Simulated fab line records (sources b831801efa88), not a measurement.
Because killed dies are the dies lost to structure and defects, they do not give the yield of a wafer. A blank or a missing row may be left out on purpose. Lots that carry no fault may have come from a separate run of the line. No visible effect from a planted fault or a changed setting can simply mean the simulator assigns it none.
Shared-tool check	flow sky130	12 lots and 36 wafers in the sample

== REASON IT WAS OPENED ==
Of 12 lots, 2 have the reading RES_XHIGH_TW flagged at SKY_RES_XHIGH_TW_MEAS_09. Wafers without a fault read 1634, standard deviation 17.
Rule: flag the lot when none of its wafers has a number, or when each of its wafers that has one lies beyond 4 standard deviations from that mean. As for the other lots, they are considered sound.

lot	measured	on	RES_XHIGH_TW, wafer by wafer	flag
L998	day 27 18:53	film metro-04	1637 1634 1646	
L999	day 27 20:19	film metro-03	1640 1642 1639	
L101	day 27 20:21	film metro-02	1603 1621 1621	
L104	day 30 00:28	film metro-03	1643 1640 1641	
L106	day 30 01:58	film metro-03	1554 1561 1561	FLAGGED
L108	day 30 10:35	film metro-03	1553 1542 1555	FLAGGED
L109	day 30 13:31	film metro-02	1609 1608 1612	
L112	day 31 15:32	film metro-04	1650 1647 1645	
L113	day 31 17:47	film metro-04	1647 1645 1636	
L117	day 33 10:22	film metro-04	1645 1646 1654	
L119	day 33 22:25	film metro-02	1607 1610 1610	
L121	day 34 10:46	film metro-02	1608 1618 1608	
The numbers of the flagged lots are 1554 on average: -80 against the usual, or -5 standard deviations.

== TOOL THAT RAN EACH LOT ==
The record holds 1 process step before the reading, out of a route of 708 steps. Cell contents, in order: the tool; ch with the chambers the sampled wafers went through; the start.
lot	flag	SKY_RES_XHIGH_IMPLANT_07
L998		implanter-03 ch 0, day 27 18:40
L999		implanter-03 ch 0, day 27 20:04
L101		implanter-01 ch 0, day 27 20:08
L104		implanter-01 ch 0, day 30 00:13
L106	FLAGGED	implanter-01 ch 0, day 30 01:43
L108	FLAGGED	implanter-01 ch 0, day 30 10:20
L109		implanter-04 ch 0, day 30 13:16
L112		implanter-04 ch 0, day 31 15:17
L113		implanter-03 ch 0, day 31 17:32
L117		implanter-04 ch 0, day 33 10:07
L119		implanter-03 ch 0, day 33 22:10
L121		implanter-03 ch 0, day 34 10:32
What is done by these steps:
- SKY_RES_XHIGH_IMPLANT_07
- SKY_RES_XHIGH_TW_MEAS_09

== FLAGGED AGAINST TOTAL, ONE TOOL AT A TIME (gauges that did the reading follow at the end) ==
step	tool	lots run	flagged	share of the flagged lots	sound lots run after its first flagged lot
SKY_RES_XHIGH_IMPLANT_07	implanter-01	4	2	all	0
SKY_RES_XHIGH_IMPLANT_07	implanter-03	5	0	none	-
SKY_RES_XHIGH_IMPLANT_07	implanter-04	3	0	none	-
SKY_RES_XHIGH_TW_MEAS_09	film metro-02	4	0	none	-
SKY_RES_XHIGH_TW_MEAS_09	film metro-03	4	2	all	0
SKY_RES_XHIGH_TW_MEAS_09	film metro-04	4	0	none	-

== THE TABLE: WHAT IT ALLOWS ==
In 2 table rows, all flagged lots were run: implanter-01 (SKY_RES_XHIGH_IMPLANT_07), film metro-03 (SKY_RES_XHIGH_TW_MEAS_09).
- implanter-01 at SKY_RES_XHIGH_IMPLANT_07 ran 4 lots, 2 of them flagged. A fault beginning between L104 (day 30 00:13), its last sound lot, and L106 (day 30 01:43), its first flagged one, fits the data. Its own readings (dose ions cm2) fall more than 4 standard deviations out on all wafers of the flagged lots.
- film metro-03 at SKY_RES_XHIGH_TW_MEAS_09 ran 4 lots, 2 of them flagged. A fault beginning between L104 (day 30 00:28), its last sound lot, and L106 (day 30 01:58), its first flagged one, fits the data.
Counting lots can't tell these 2 tools apart, because each fits a fault that began at some hour. More lots, or a look at what each step does to the wafer, might.

== WHAT HAD BEEN PUT IN BY THE SIMULATOR ==
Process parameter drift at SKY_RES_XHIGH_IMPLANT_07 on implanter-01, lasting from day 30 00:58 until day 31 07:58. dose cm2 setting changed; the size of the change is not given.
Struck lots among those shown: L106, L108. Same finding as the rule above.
